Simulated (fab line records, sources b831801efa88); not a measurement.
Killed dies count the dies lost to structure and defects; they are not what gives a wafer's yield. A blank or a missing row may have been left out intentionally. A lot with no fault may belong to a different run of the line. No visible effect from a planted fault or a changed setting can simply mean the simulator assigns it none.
Matching of chambers | flow sky130 | SKY_VIA3_ETCH_15 on rie diel-04: 4 sister chambers
The step etches SiO2 in C4F8/O2/Ar, stops on TiN, target depth 507 nm, time 78 s. 8 wafers are shown with their chamber, then 8 later ones without.

WAFERS WITH THEIR CHAMBER
wafer  | chamber | oes product au (a.u.)
L080.1 | 1       | 0.949
L083.1 | 1       | 0.952
L083.2 | 2       | 0.948
L083.6 | 2       | 0.954
L085.1 | 0       | 0.949
L085.2 | 3       | 0.954
L085.6 | 0       | 0.957
L086.2 | 3       | 0.952

WAFERS MISSING THEIR CHAMBER
wafer  | oes product au (a.u.)
L086.3 | 0.953
L086.6 | 0.957
L093.2 | 0.957
L093.4 | 0.940
L093.5 | 0.963
L094.1 | 0.954
L094.4 | 0.956
L094.6 | 0.945

THE CHAMBER EACH PASSED THROUGH
wafer  | from the rows above               | in truth
L086.3 | can't be placed: 0 or 3 or 2 or 1 | 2
L086.6 | can't be placed: 0 or 3 or 2 or 1 | 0
L093.2 | can't be placed: 0 or 3 or 2 or 1 | 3
L093.4 | can't be placed: 1 or 2 or 0 or 3 | 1
L093.5 | can't be placed: 0 or 3 or 2 or 1 | 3
L094.1 | can't be placed: 0 or 3 or 2 or 1 | 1
L094.4 | can't be placed: 0 or 3 or 2 or 1 | 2
L094.6 | can't be placed: 1 or 2 or 0 or 3 | 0
Correctly placed: 0 of 8. Can't be placed from these rows: 8 (the true chamber is among the candidates in 8). Number placed wrongly: 0.
How it was worked out, from the rows above alone: a wafer's distance from a chamber is the root of the sum, over the readings, of the square of ((its reading less the chamber's mean) divided by the reading's scatter). The wafer belongs to the nearest chamber; if the next one is less than 2 further off, it can't be placed. The mean given for a chamber averages the wafers shown for that chamber. The scatter is the square root of a quotient: the sum, over the shown wafers, of each reading's squared deviation from its chamber's mean, divided by wafers minus chambers.
